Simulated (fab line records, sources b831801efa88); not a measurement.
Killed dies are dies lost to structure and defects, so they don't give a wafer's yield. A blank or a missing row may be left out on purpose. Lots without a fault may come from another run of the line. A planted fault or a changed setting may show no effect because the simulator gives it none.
Which tool did it? | flow gf180mcu | 13 lots, 38 wafers sampled, at 3 steps of a route of 602

WHAT THE GAUGES READ, wafer by wafer
GF_MVPSD_OVL_MEAS_07.
lot  | measured     | on         | MVPSD_OVL (nm)
L635 | day 5 00:56  | overlay-01 | 1.6 0.3 2.9
L636 | day 5 05:34  | overlay-01 | -0.8 -0.8 -2.3
L637 | day 5 14:39  | overlay-01 | 2.8 2.9 4.1
L639 | day 6 00:17  | overlay-01 | 2.8 -0.1 1.1
L640 | day 6 07:08  | overlay-02 | 0.5 0.9 1.0
L641 | day 6 10:38  | overlay-01 | -0.3 0.2 -0.5
L643 | day 6 21:39  | overlay-02 | 2.3 1.5
L651 | day 8 21:11  | overlay-02 | -0.5 -0.5 -1.4
L653 | day 9 10:08  | overlay-01 | 0.4 -1.4 -0.1
L654 | day 10 02:32 | overlay-02 | 3.8 0.9 2.7
L655 | day 10 02:37 | overlay-01 | -0.5 -0.7 -0.2
L656 | day 10 12:48 | overlay-01 | -0.5 -1.1 -1.3
L657 | day 10 13:09 | overlay-02 | -1.8 0.9 1.2

WHICH TOOL RAN EACH LOT (tool, then ch and the chambers of the sampled wafers, then the start)
lot  | GF_STI_ETCH_13                    | GF_STI_CMP_25
L635 | rie_diel-04 ch 0,2,3, day 2 01:46 | cmp-01 ch 0,2,3, day 2 03:46
L636 | rie_diel-01 ch 0,1, day 2 06:12   | cmp-01 ch 0,2, day 2 08:53
L637 | rie_diel-04 ch 0,2, day 2 13:49   | cmp-01 ch 1,3, day 2 16:28
L639 | rie_diel-03 ch 1,2,3, day 2 22:11 | cmp-01 ch 1,3, day 3 00:35
L640 | rie_diel-01 ch 0,2, day 3 03:42   | cmp-02 ch 0,1,3, day 3 06:32
L641 | rie_diel-04 ch 0,1,3, day 3 08:30 | cmp-01 ch 1,2, day 3 10:37
L643 | rie_diel-04 ch 1,2, day 3 18:04   | cmp-01 ch 1,2, day 3 20:21
L651 | rie_diel-01 ch 0,1,2, day 5 11:39 | cmp-01 ch 0,2,3, day 5 13:43
L653 | rie_diel-03 ch 0,2,3, day 5 21:55 | cmp-01 ch 0,2,3, day 6 00:15
L654 | rie_diel-03 ch 1,2,3, day 6 05:40 | cmp-02 ch 0,1,2, day 6 10:01
L655 | rie_diel-04 ch 1,2, day 6 07:56   | cmp-01 ch 0,2,3, day 6 12:38
L656 | rie_diel-01 ch 1,2, day 6 13:22   | cmp-01 ch 0,2,3, day 6 20:18
L657 | rie_diel-03 ch 1,2,3, day 6 19:08 | cmp-01 ch 1,2,3, day 6 22:43
- GF_STI_ETCH_13: etches the open film in CHF3/O2, stops on Si, target depth 282.31 nm, time 112.9 s.
- GF_STI_CMP_25: polishes, stops on Si3N4, t overpolish 33 s, target thk 524.6 nm.

WHAT THE TOOLS THEMSELVES READ (means of the sampled wafers that have a number; where no wafer has one, the mark that the record gives instead)
GF_STI_ETCH_13.
lot  | tool        | drypump_motor_current_A (A) | oes_product_au (a.u.) | throttle_valve_pct (%)
L635 | rie_diel-04 | 6.1                         | 0.830                 | 8.811
L636 | rie_diel-01 | 6.2                         | 0.825                 | 8.813
L637 | rie_diel-04 | 6.1                         | 0.825                 | 8.801
L639 | rie_diel-03 | 5.4                         | 0.832                 | 8.807
L640 | rie_diel-01 | 5.4                         | 0.827                 | 8.813
L641 | rie_diel-04 | 6.1                         | 0.832                 | 8.815
L643 | rie_diel-04 | 5.9                         | 0.837                 | 8.800
L651 | rie_diel-01 | 5.8                         | 0.825                 | 8.804
L653 | rie_diel-03 | 5.9                         | 0.836                 | 8.821
L654 | rie_diel-03 | 5.4                         | 0.826                 | 8.812
L655 | rie_diel-04 | 5.9                         | 0.824                 | 8.804
L656 | rie_diel-01 | 5.8                         | 0.831                 | 8.807
L657 | rie_diel-03 | 5.4                         | 0.837                 | 8.804

GF_STI_CMP_25.
lot  | tool   | edge_zone_pressure_frac | motor_current_A (A) | overpolish_run_s (s) | platen_rpm (rpm) | time_to_endpoint_s (s)
L635 | cmp-01 | 1.003                   | 11.3                | 32.997               | 60.04            | 132
L636 | cmp-01 | 0.994                   | 12.6                | 33.000               | 60.00            | 132
L637 | cmp-01 | 1.006                   | 11.8                | 32.996               | 60.03            | 115
L639 | cmp-01 | 0.999                   | 11.8                | 32.992               | 59.98            | 116
L640 | cmp-02 | 1.005                   | 12.1                | 33.004               | 59.96            | 123
L641 | cmp-01 | 0.994                   | 12.1                | 33.009               | 60.00            | 122
L643 | cmp-01 | 0.997                   | 12.2                | 33.001               | 60.04            | 122
L651 | cmp-01 | 0.999                   | 11.6                | 32.998               | 59.99            | 126
L653 | cmp-01 | 0.996                   | 11.6                | 32.999               | 59.96            | 124
L654 | cmp-02 | 1.001                   | 12.1                | 33.002               | 60.02            | 120
L655 | cmp-01 | 1.004                   | 12.0                | 32.994               | 59.99            | 123
L656 | cmp-01 | 1.000                   | 11.7                | 33.002               | 59.98            | 121
L657 | cmp-01 | 1.005                   | 12.0                | 32.991               | 59.98            | 117

THE ANSWER, worked out from the rows above alone
Rule: what is usual is taken from the lots themselves. Put in order of their means at a reading, lots are off if they are a third of the lots or fewer, leave a main group of 4 or more, and stand apart from it by a gap of 3 or more times the standard deviation of the main group's means; of several such gaps the widest counts. A main group whose means are all the same, to the digits that the tables above print for the reading, isn't used. A lot without any number at a reading at which 4 lots or more have one is off too. The other lots that the step has rows for count as sound. The gauges are gone through in route order, then the tools' own readings, and for those a lot's mean is taken as printed above. The first step at which some lot is off is used, and at that step the reading that is off furthest; a lot without a number counts as furthest.
No lot is off at any reading shown: from this, nothing can be told.

WHAT THE SIMULATOR HAD PUT IN
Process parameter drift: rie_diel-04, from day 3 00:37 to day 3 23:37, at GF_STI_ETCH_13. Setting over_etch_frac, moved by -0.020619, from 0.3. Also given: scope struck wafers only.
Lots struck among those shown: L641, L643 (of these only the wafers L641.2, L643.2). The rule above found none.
